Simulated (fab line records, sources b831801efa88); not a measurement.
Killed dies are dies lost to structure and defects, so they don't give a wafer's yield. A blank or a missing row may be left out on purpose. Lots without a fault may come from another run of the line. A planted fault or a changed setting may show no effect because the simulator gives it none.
A struck lot beside a sound one | flow sky130 | 23 steps out of a route of 708
Sound: wafers L302.1, L302.4, L302.5. Struck: wafers L313.3, L313.4, L313.6. The cause comes at the end.
At each step with rows: each side's tool, then ch and its chambers, then its first start. Under that, the readings that differ: sound wafers | struck wafers | difference of the means | sigmas: that difference in standard deviations of wafers without a fault.
alike: readings whose means differ by less than 2 such deviations, and words and numbers that are the same on both sides. not compared: withheld readings, readings that some wafer has no value for, bounds like >300 that may hide the same value, and numbers for which the record gives no deviation and whose values overlap.
The two part at a step that has a row with sigmas, a row that says differs or no value, or rows on one side only. Numbers that don't overlap but have no deviation are shown without sigmas and don't part them. A reading that every wafer of one side lacks parts them only if that side has two wafers or more.

first, 5 steps without rows for these wafers: SKY_RES_PROTECT_SOFTBAKE_03 (time 60 s); SKY_RES_PROTECT_EXPOSE_04 (exposes mask RPM, target cd 1270 nm); SKY_RES_PROTECT_PEB_05; SKY_RES_PROTECT_DEVELOP_06 (develop time 60 s); SKY_POLY_GATE_IMPLANT_02.
SKY_RES_PROTECT_STRIP_07: strips in O2/N2.
  sound on plasma_asher-01 ch 0,1, day 16 10:57; struck on plasma_asher-04 ch 0,1, day 20 17:51
  alike: chamber_pressure_mTorr, drypump_motor_current_A, oes_product_au, strip_time_to_endpoint_s
  not compared: rf_hours_counter_h
SKY_RES_PROTECT_TW_MEAS_08:
  sound on film_metro-02, day 16 11:03; struck on film_metro-04, day 20 17:56
  alike: POLY_GATE_TW
then, 2 steps without rows for these wafers: SKY_RES_PROTECT_CLEAN_09 (cleans in SC1/SC2, time 150 s); SKY_POLY_GATE_CVD_03 (deposits Si3N4 from DCS/NH3, target thk 75 nm, time 1290 s).
SKY_POLY_GATE_THK_MEAS_04:
  sound on film_metro-02, day 16 12:31; struck on film_metro-01, day 20 21:43
  alike: POLY_GATE_CVD_03_THK
then, 2 steps without rows for these wafers: SKY_POLY_GATE_DEHYDRATE_05 (time 60 s); SKY_POLY_GATE_HMDS_06 (prime time 60 s).
SKY_POLY_GATE_COAT_07: resist thk 110 nm.
  sound on litho_track-03 ch 0, day 17 02:28; struck on litho_track-03 ch 0, day 21 13:10
  reading                                     | sound             | struck            | difference | sigmas
  model.BARC_of_POLY_GATE_COAT_07.thk_nm (nm) | 109.8 109.7 109.9 | 107.8 107.4 107.6 | -2.2       |
  alike: exhaust_pa
then, 5 steps without rows for these wafers: SKY_POLY_GATE_COAT_08 (resist thk 450 nm); SKY_POLY_GATE_SOFTBAKE_09 (time 90 s); SKY_POLY_GATE_EXPOSE_10 (exposes mask P1M, target cd 150 nm); SKY_POLY_GATE_PEB_11; SKY_POLY_GATE_DEVELOP_12 (develop time 60 s).
SKY_POLY_GATE_CD_MEAS_13: target cd 150 nm.
  sound on cd_sem-02, day 17 17:58; struck on cd_sem-02, day 22 04:46
  alike: cd_nm
SKY_POLY_GATE_OVL_MEAS_14:
  sound on overlay-02, day 17 18:05; struck on overlay-01, day 22 04:51
  alike: POLY_GATE_OVL
SKY_POLY_GATE_ETCH_15: etches BARC in N2/H2, stops on SiO2, time 118.5 s, target depth 110 nm.
  sound on rie_diel-04 ch 1,2,3, day 17 18:07; struck on rie_diel-02 ch 1,3, day 22 04:52
  reading                  | sound             | struck            | difference | sigmas
  model.etch.depth_nm (nm) | 109.8 109.7 109.9 | 107.8 107.4 107.6 | -2.2       |
  alike: chamber_pressure_mTorr, drypump_motor_current_A, oes_product_au, throttle_valve_pct
  not compared: rf_hours_counter_h
SKY_POLY_GATE_ETCH_16: etches Si3N4 in CH3F/O2, stops on poly-Si, time 147.5 s, target depth 75 nm.
  sound on rie_diel-04 ch 1,2,3, day 17 18:13; struck on rie_diel-02 ch 1,3, day 22 04:58
  alike: ch3f_flow_sccm, chamber_pressure_mTorr, drypump_motor_current_A, oes_product_au, throttle_valve_pct
  not compared: rf_hours_counter_h
then, 1 step without rows for these wafers: SKY_PAD_OPEN_PROBE_99.

WHERE THEY PART
Nowhere in this record.

WHY: what the simulator had put in
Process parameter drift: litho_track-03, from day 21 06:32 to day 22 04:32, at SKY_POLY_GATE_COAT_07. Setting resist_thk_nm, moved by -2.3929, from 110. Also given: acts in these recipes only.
